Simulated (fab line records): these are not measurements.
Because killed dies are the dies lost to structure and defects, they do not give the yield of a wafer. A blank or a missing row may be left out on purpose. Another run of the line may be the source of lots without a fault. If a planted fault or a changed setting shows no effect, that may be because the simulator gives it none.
A lot that was struck, set against a sound lot || flow sfq_line || 42 steps out of a route of 325
Sound: these wafers, L735.1, L735.3, L735.4. Struck: wafer L737.4 (left out: L737.1, a lot-mate that was not struck); the cause follows at the end.
Each step with rows lists, per side, the tool, then ch with its chambers, then its first start. Under that, the readings that differ: sound wafers || struck wafers || difference of the means || sigmas: that difference in standard deviations of wafers without a fault.
alike: a reading whose means differ by less than 2 such deviations, as well as words and numbers matching on both sides. not compared: withheld readings; readings where some wafer has no value; bounds like >300 that might hide an equal value; numbers whose values overlap and for which the record gives no deviation.
Wherever a step has rows on one side only, a row that says differs or no value, or a row with sigmas, the two part there. Numbers that have no deviation but don't overlap get no sigmas and don't part them. A reading that every wafer of one side lacks parts them only if that side has two wafers or more.

first, 6 steps without rows for these wafers: SFQ_TRILAYER_C5_LITHO_COAT_156 (resist thk 62 nm); SFQ_TRILAYER_C5_LITHO_COAT_151 (resist thk 650 nm); SFQ_TRILAYER_C5_LITHO_SOFTBAKE_155; SFQ_TRILAYER_C5_LITHO_EXPOSE_152 (exposes mask C5, target cd 500 nm); SFQ_TRILAYER_C5_LITHO_PEB_154 (peb time 60 s); SFQ_TRILAYER_C5_LITHO_DEVELOP_153 (time 60 s).
SFQ_C5_OVL_MEAS_937:
  sound on overlay-01, day 67 04:08; struck on overlay-01, day 67 12:57
{"reading": "C5_OVL (nm)", "sound": "-6 -9 -8", "struck": 5, "difference": "+13", "sigmas": "+2"}
then, 5 steps without rows for these wafers: SFQ_TRILAYER_C5_BARC_OPEN_VIA_ETCH_210 (etches BARC in O2, target depth 125 nm, time 41.7 s); SFQ_TRILAYER_C5_ETCH_VIA_ETCH_154 (etches SiO2 in CHF3, stops on Nb, target depth 84 nm); SFQ_TRILAYER_C5_STRIP_STRIP_155 (strips in O2); SFQ_TRILAYER_C5_STRIP_SOLV_CLEAN_156 (cleans in NMP, time 600 s); SFQ_TRILAYER_M6_DEP_PRE_CLEAN_158 (time 22.5 s).
SFQ_TRILAYER_M6_DEP_SPUTTER_157: material Nb, target thk 200 nm, time 133.3 s.
  sound on pvd_sputter-04, day 67 05:04; struck on pvd_sputter-06, day 67 13:53
{"reading": "model.Nb_of_TRILAYER_M6_DEP_SPUTTER_157.thk_nm (nm)", "sound": "197.3 199.6 199.7", "struck": 192.2, "difference": -6.7, "sigmas": ""}
  alike: throttle_valve_pct
SFQ_M6_RS_MEAS_938: measurement is done with a four-point probe.
  sound on film_metro-01, day 67 05:09; struck on film_metro-04, day 67 13:59
{"reading": "M6_NB_RS (ohm/sq)", "sound": "0.902 0.894 0.891", "struck": 0.928, "difference": "+0.032", "sigmas": "+3"}
then, 6 steps without rows for these wafers: SFQ_TRILAYER_M6_LITHO_COAT_164 (resist thk 62 nm); SFQ_TRILAYER_M6_LITHO_COAT_159 (resist thk 600 nm); SFQ_TRILAYER_M6_LITHO_SOFTBAKE_163; SFQ_TRILAYER_M6_LITHO_EXPOSE_160 (exposes mask M6, target cd 500 nm); SFQ_TRILAYER_M6_LITHO_PEB_162 (peb time 60 s); SFQ_TRILAYER_M6_LITHO_DEVELOP_161 (time 60 s).
-- the record jumps here: 3 days lie between the struck wafers' starts before and after --
SFQ_M6_OVL_MEAS_940:
  sound on overlay-02, day 70 13:37; struck on overlay-01, day 70 22:01
  alike: M6_OVL
then, 1 step without rows for these wafers: SFQ_TRILAYER_M6_BARC_OPEN_METAL_ETCH_206 (etches BARC in O2, target depth 125 nm, time 41.7 s).
SFQ_TRILAYER_M6_ETCH_METAL_ETCH_162: etches Nb in Cl2/Ar, stops on SiO2, target depth 240 nm, time 120 s.
  sound on rie_metal-01 ch 0,1, day 70 13:43; struck on rie_metal-01 ch 1, day 70 22:07
{"reading": "oes_product_au (a.u.)", "sound": "0.885 0.900 0.896", "struck": 0.872, "difference": -0.022, "sigmas": -3}
{"reading": "model.M6.feature_depth_nm (nm)", "sound": "197.3 199.6 199.7", "struck": 192.2, "difference": -6.7, "sigmas": ""}
{"reading": "model.etch.depth_nm (nm)", "sound": "197.3 199.6 199.7", "struck": 192.2, "difference": -6.7, "sigmas": ""}
  alike: drypump_motor_current_A
  not compared: rf_hours_counter_h
SFQ_TRILAYER_M6_STRIP_STRIP_163: strips in O2.
  sound on rie_metal-01 ch 0,1, day 70 13:51; struck on rie_metal-01 ch 1, day 70 22:15
  alike: drypump_motor_current_A, oes_product_au
  not compared: rf_hours_counter_h
then, 1 step without rows for these wafers: SFQ_TRILAYER_M6_STRIP_SOLV_CLEAN_164 (cleans in NMP, time 600 s).
SFQ_TRILAYER_I6_DEP_PECVD_165: deposits SiO2 from SiH4/N2O, time 111.11 s, target thk 500 nm.
  sound on pecvd-04 ch 0,2, day 70 14:37; struck on pecvd-04 ch 1, day 70 23:12
  alike: heater_power_outer_w, heater_power_w, throttle_valve_pct
SFQ_TRILAYER_I6_CMP_CMP_166: polishes SiO2.
  sound on cmp-01 ch 0,1,2, day 70 14:42; struck on cmp-02 ch 0, day 71 00:16
  alike: motor_current_A, time_to_endpoint_s
SFQ_I6_BOW_MEAS_941:
  sound on film_metro-04, day 70 17:42; struck on film_metro-03, day 71 02:16
  alike: I6_BOW
SFQ_TRILAYER_I6_METRO_MEASURE_167:
  sound on film_metro-04, day 70 17:49; struck on film_metro-03, day 71 02:23
  alike: thk_nm
then, 6 steps without rows for these wafers: SFQ_TRILAYER_I6_VIA_LITHO_COAT_174 (resist thk 62 nm); SFQ_TRILAYER_I6_VIA_LITHO_COAT_169 (resist thk 650 nm); SFQ_TRILAYER_I6_VIA_LITHO_SOFTBAKE_173; SFQ_TRILAYER_I6_VIA_LITHO_EXPOSE_170 (exposes mask I6, target cd 700 nm); SFQ_TRILAYER_I6_VIA_LITHO_PEB_172 (peb time 60 s); SFQ_TRILAYER_I6_VIA_LITHO_DEVELOP_171 (time 60 s).
-- the record jumps here: 4 days lie between the struck wafers' starts before and after --
SFQ_I6_OVL_MEAS_942:
  sound on overlay-01, day 74 15:16; struck on overlay-01, day 74 21:16
{"reading": "I6_OVL (nm)", "sound": "-9 -12 -9", "struck": 2, "difference": "+12", "sigmas": "+2"}
then, 1 step without rows for these wafers: SFQ_TRILAYER_I6_VIA_BARC_OPEN_VIA_ETCH_235 (etches BARC in O2, target depth 125 nm, time 41.7 s).
SFQ_TRILAYER_I6_VIA_ETCH_VIA_ETCH_172: etches SiO2 in CHF3, stops on Nb, target depth 260 nm.
  sound on rie_diel-01 ch 0,2,3, day 74 15:20; struck on rie_diel-01 ch 3, day 74 21:20
  alike: drypump_motor_current_A, oes_product_au
then, 3 steps without rows for these wafers: SFQ_TRILAYER_I6_VIA_STRIP_STRIP_173 (strips in O2); SFQ_TRILAYER_I6_VIA_STRIP_SOLV_CLEAN_174 (cleans in NMP, time 600 s); SFQ_TRILAYER_M7_DEP_PRE_CLEAN_176 (time 22.5 s).
-- the record jumps here: 5 days lie between the struck wafers' starts before and after --
SFQ_M8_BOW_MEAS_951:
  sound on film_metro-01, day 79 04:14; struck on film_metro-04, day 79 10:52
{"reading": "model.etest.m6.ohm_um", "sound": "1.806 1.802 1.79", "struck": 1.85, "difference": "+0.05", "sigmas": ""}
{"reading": "model.etest.i5.link_ohm", "sound": "2.276 2.278 2.298", "struck": 2.305, "difference": "+0.021", "sigmas": ""}
{"reading": "model.etest.i6.link_ohm", "sound": "1.87 1.875 1.894", "struck": 1.909, "difference": "+0.029", "sigmas": ""}
{"reading": "model.etest.m6.ohm_sq", "sound": "0.9017 0.891 0.8906", "struck": 0.9257, "difference": "+0.0313", "sigmas": ""}
  alike: M8_BOW

WHERE THEY PART
At SFQ_C5_OVL_MEAS_937 first; at SFQ_I6_OVL_MEAS_942 last (within this record only). Later steps at which nothing parts them and some readings are alike: SFQ_TRILAYER_I6_VIA_ETCH_VIA_ETCH_172, SFQ_M8_BOW_MEAS_951.

WHY: what had been put in by the simulator
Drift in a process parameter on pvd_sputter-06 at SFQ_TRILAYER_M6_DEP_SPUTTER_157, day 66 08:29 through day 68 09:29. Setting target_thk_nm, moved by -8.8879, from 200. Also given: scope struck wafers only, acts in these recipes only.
